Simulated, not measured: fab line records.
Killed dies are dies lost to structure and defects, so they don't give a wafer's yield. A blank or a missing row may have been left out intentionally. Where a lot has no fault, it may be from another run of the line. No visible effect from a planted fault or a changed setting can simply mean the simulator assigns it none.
2 desks looking at one fault :: flow gf180mcu :: numbers are kept per desk, each desk with only its own; the story behind them comes last

TOOL OWNER'S DESK, pvd_sputter-03
The tool's own readings at GF_MIM_SPUTTER_00 (material Ti, target thk 37.5 nm, time 150 s): means of the sampled wafers that have a number, for each lot that ran on this tool. If a lot's mean is further than 4 standard deviations from the usual mean, the lot is out of limits and carries the mark OUT (the distance appears in the brackets).
Columns: A = chamber_pressure_pa at GF_MIM_SPUTTER_00, usual 2.000 Pa; B = throttle_valve_pct at GF_MIM_SPUTTER_00, usual 30.4 %
lot: L841
first seen here: day 26 07:57
A: 2.000
B: 30.8

lot: L845
first seen here: day 27 13:58
A: 1.715 (-70) OUT
B: 32.2

lot: L846
first seen here: day 28 04:25
A: 1.714 (-70) OUT
B: 32.7

lot: L848
first seen here: day 28 14:37
A: 1.716 (-69) OUT
B: 31.6
This desk's verdict: out of limits on L845, L846, L848, starting with L845 at day 27 13:58 (chamber_pressure_pa at GF_MIM_SPUTTER_00). Within limits: L841.

METROLOGY DESK
What the gauges read, lot by lot, whatever tool the lot ran on: means of the sampled wafers that have a number. If a lot's mean is further than 4 standard deviations from the usual mean, the lot is out of limits and carries the mark OUT (the distance appears in the brackets).
Columns: A = V4_OVL at GF_V4_OVL_MEAS_15, usual 0 nm; B = V4_W_RS at GF_V4_RS_MEAS_24, usual 0.326 ohm/sq; C = V4_W_THK at GF_V4_THK_MEAS_25, usual 351 nm
lot: L836
first seen here: day 24 10:37
A: 7
B: 0.324
C: 353

lot: L841
first seen here: day 26 06:31
A: 1
B: 0.328
C: 352

lot: L845
first seen here: day 27 12:33
A: 2
B: 0.327
C: 348

lot: L846
first seen here: day 28 03:01
A: 0
B: 0.330
C: 347

lot: L848
first seen here: day 28 13:13
A: 4
B: 0.328
C: 348

lot: L855
first seen here: day 30 07:22
A: 3
B: 0.324
C: 352

lot: L856
first seen here: day 30 20:31
A: 6
B: 0.326
C: 350
Result from this desk: across the 7 lots, nothing is out of limits.

TAKEN TOGETHER
The tool owner's desk could have raised an alarm at day 27 13:58, on L845, L846, L848.
From the metrology desk's view, nothing was out of limits.
The metrology desk has L845, L846, L848 on record, within its limits.
GF_MIM_SPUTTER_00 was run on pvd_sputter-03 by each of the lots named.

WHAT THE SIMULATOR HAD INSERTED
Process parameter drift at GF_MIM_SPUTTER_00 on pvd_sputter-03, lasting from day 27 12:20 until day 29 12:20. The setting chamber_pressure_pa was moved by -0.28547, starting from 2. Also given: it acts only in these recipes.
Lots struck among those shown: L845, L846, L848.
How many hours passed from the start of the fault until each desk's first out-of-limits reading: the tool owner's desk, 2.
